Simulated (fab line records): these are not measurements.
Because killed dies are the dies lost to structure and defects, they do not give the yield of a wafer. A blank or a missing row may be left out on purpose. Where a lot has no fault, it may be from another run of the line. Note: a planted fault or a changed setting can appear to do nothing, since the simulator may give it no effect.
Which tool is to blame?	flow sky130	18 wafers from 6 lots sampled at 4 of the route's 708 steps

## WHAT THE GAUGES SHOWED, per wafer
SKY_SD_N_RS_MEAS_17: measurement is done with a four-point probe.
lot	measured	on	SD_P_RS (ohm/sq)
L724	day 30 12:13	filmMetro-01	147.0 147.1 147.0
L728	day 31 12:47	filmMetro-03	148.0 147.4 147.9
L734	day 33 10:59	filmMetro-04	147.4 147.3 147.0
L735	day 33 14:29	filmMetro-03	146.8 147.0 147.4
L738	day 35 00:44	filmMetro-03	147.3 147.6 147.6
L740	day 35 06:16	filmMetro-01	146.6 146.3 146.9

## EACH LOT AND THE TOOL THAT RAN IT (in order: tool; ch and the chambers of the sampled wafers; start)
lot	SKY_POLY_CUT_STRIP_12	SKY_SD_P_STRIP_10	SKY_RES_XHIGH_COAT_02
L724	plasmaAsher-04 ch 0, day 26 12:37	plasmaAsher-04 ch 1, day 27 16:47	lithoTrack-03 ch 0, day 28 06:52
L728	plasmaAsher-04 ch 0,1, day 28 09:07	plasmaAsher-04 ch 0,1, day 29 13:31	lithoTrack-03, day 30 03:02
L734	plasmaAsher-04 ch 0,1, day 30 10:38	plasmaAsher-01 ch 0,1, day 31 04:37	lithoTrack-04 ch 0, day 31 17:22
L735	plasmaAsher-01 ch 0,1, day 30 11:36	plasmaAsher-02 ch 0,1, day 31 08:34	lithoTrack-04 ch 0, day 31 20:32
L738	plasmaAsher-03 ch 0,1, day 31 16:22	plasmaAsher-04 ch 0,1, day 32 19:50	lithoTrack-04 ch 0, day 33 07:19
L740	plasmaAsher-03 ch 0, day 31 20:46	plasmaAsher-04 ch 0,1, day 33 00:02	lithoTrack-02 ch 0, day 33 13:30
- SKY_POLY_CUT_STRIP_12: strips in O2/N2.
- SKY_SD_P_STRIP_10: strips in O2/N2.
- SKY_RES_XHIGH_COAT_02: resist thk 1140 nm.

## THE ANSWER, worked out from the rows above alone
Rule: the usual values come from the lots themselves. The widest of any qualifying gaps counts: lots, ordered by their means at a reading, are off when they make up no more than a third of the lots, leave a main group of 4 or more, and stand apart from it by 3 or more times the standard deviation of that group's means. The tables above print the reading to a certain number of digits; a main group whose means all agree to those digits is not used. A lot without any number at a reading at which 4 lots or more have one is off too. All remaining lots with rows at the step are treated as sound.
Nothing can be told from this: no lot is off at any reading shown.

## WHAT THE SIMULATOR HAD PUT IN
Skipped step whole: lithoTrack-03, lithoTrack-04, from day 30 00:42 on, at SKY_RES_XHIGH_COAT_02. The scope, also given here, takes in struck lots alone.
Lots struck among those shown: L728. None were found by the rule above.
